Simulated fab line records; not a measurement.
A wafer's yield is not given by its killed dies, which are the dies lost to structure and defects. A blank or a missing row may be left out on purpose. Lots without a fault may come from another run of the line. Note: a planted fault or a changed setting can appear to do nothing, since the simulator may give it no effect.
Chamber matching | flow sky130 | cmp-01 running SKY_VIA3_CMP_24: 4 sister chambers
The step polishes, stops on SiO2, t overpolish 20 s, target thk 0 nm. 22 wafers are shown with their chamber, then 11 later ones without.

## WAFERS PAIRED WITH THEIR CHAMBERS
wafer  | chamber | motor-current-A (A) | time-to-endpoint-s (s) | overpolish-run-s (s)
L074.1 | 2       | 11.4                | 92                     | 20.005
L074.2 | 0       | 10.9                | 92                     | 20.014
L074.3 | 3       | 11.4                | 90                     | 20.004
L075.1 | 1       | 10.8                | 82                     | 20.005
L075.4 | 0       | 10.3                | 90                     | 19.987
L075.5 | 0       | 11.2                | 88                     | 20.005
L083.1 | 2       | 10.9                | 89                     | 20.013
L083.2 | 0       | 10.0                | 89                     | 20.005
L083.4 | 3       | 11.2                | 88                     | 20.015
L085.2 | 0       | 11.0                | 90                     | 20.004
L085.3 | 2       | 10.4                | 90                     | 20.012
L085.5 | 0       | 10.4                | 91                     | 20.002
L086.1 | 3       | 11.2                | 91                     | 20.006
L086.3 | 2       | 10.6                | 85                     | 20.006
L086.6 | 2       | 10.5                | 87                     | 20.008
L089.4 | 2       | 11.1                | 92                     | 19.997
L089.5 | 0       | 10.8                | 99                     | 20.020
L089.6 | 1       | 11.2                | 91                     | 19.989
L090.1 | 3       | 11.3                | 96                     | 20.023
L090.3 | 2       | 10.4                | 94                     | 19.995
L090.6 | 3       | 11.1                | 93                     | 20.003
L091.1 | 2       | 10.0                | 90                     | 20.015

SIGNATURES (averages over the wafers above)
reading            | chamber 0 | chamber 1 | chamber 2 | chamber 3 | scatter within a chamber
motor-current-A    | 10.657    | 11.000    | 10.662    | 11.240    | 0.384
time-to-endpoint-s | 91.29     | 86.50     | 89.88     | 91.60     | 3.46
overpolish-run-s   | 20.00529  | 19.99700  | 20.00637  | 20.01020  | 0.00893
Rule: for each reading, subtract the chamber's mean from the wafer's reading, divide by that reading's scatter and square the result; add these up over the readings and take the root, which gives the wafer's distance from the chamber. If the next closest chamber is less than 2 further off than the closest, the wafer can't be placed; otherwise it belongs to the closest. The scatter: take each reading less its chamber's mean, square it, sum over the shown wafers, divide by the number of wafers less the number of chambers, and take the root.

## WAFERS WHOSE CHAMBER IS MISSING
wafer  | motor-current-A (A) | time-to-endpoint-s (s) | overpolish-run-s (s)
L091.3 | 11.6                | 90                     | 20.005
L091.4 | 11.3                | 91                     | 19.990
L095.2 | 10.9                | 90                     | 19.999
L095.3 | 11.7                | 94                     | 20.003
L095.4 | 10.6                | 91                     | 20.003
L096.2 | 11.2                | 90                     | 20.013
L096.3 | 10.7                | 91                     | 20.013
L096.4 | 10.8                | 90                     | 19.992
L097.2 | 11.5                | 93                     | 19.989
L097.4 | 11.1                | 90                     | 19.998
L097.6 | 11.0                | 94                     | 19.988

## WHICH CHAMBER EACH ONE RAN IN
wafer  | from the rows above               | in truth
L091.3 | can't be placed: 3 or 1 or 2 or 0 | 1
L091.4 | can't be placed: 1 or 3 or 0 or 2 | 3
L095.2 | can't be placed: 0 or 2 or 1 or 3 | 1
L095.3 | can't be placed: 3 or 0 or 1 or 2 | 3
L095.4 | can't be placed: 0 or 2 or 1 or 3 | 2
L096.2 | can't be placed: 3 or 2 or 0 or 1 | 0
L096.3 | can't be placed: 2 or 0 or 3 or 1 | 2
L096.4 | can't be placed: 1 or 0 or 2 or 3 | 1
L097.2 | can't be placed: 1 or 3 or 0 or 2 | 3
L097.4 | can't be placed: 1 or 0 or 2 or 3 | 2
L097.6 | can't be placed: 0 or 1 or 2 or 3 | 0
Placed correctly: 0 of 11. From these rows, 11 cannot be placed; in 11 the true chamber is one of the candidates. 0 placed wrongly.
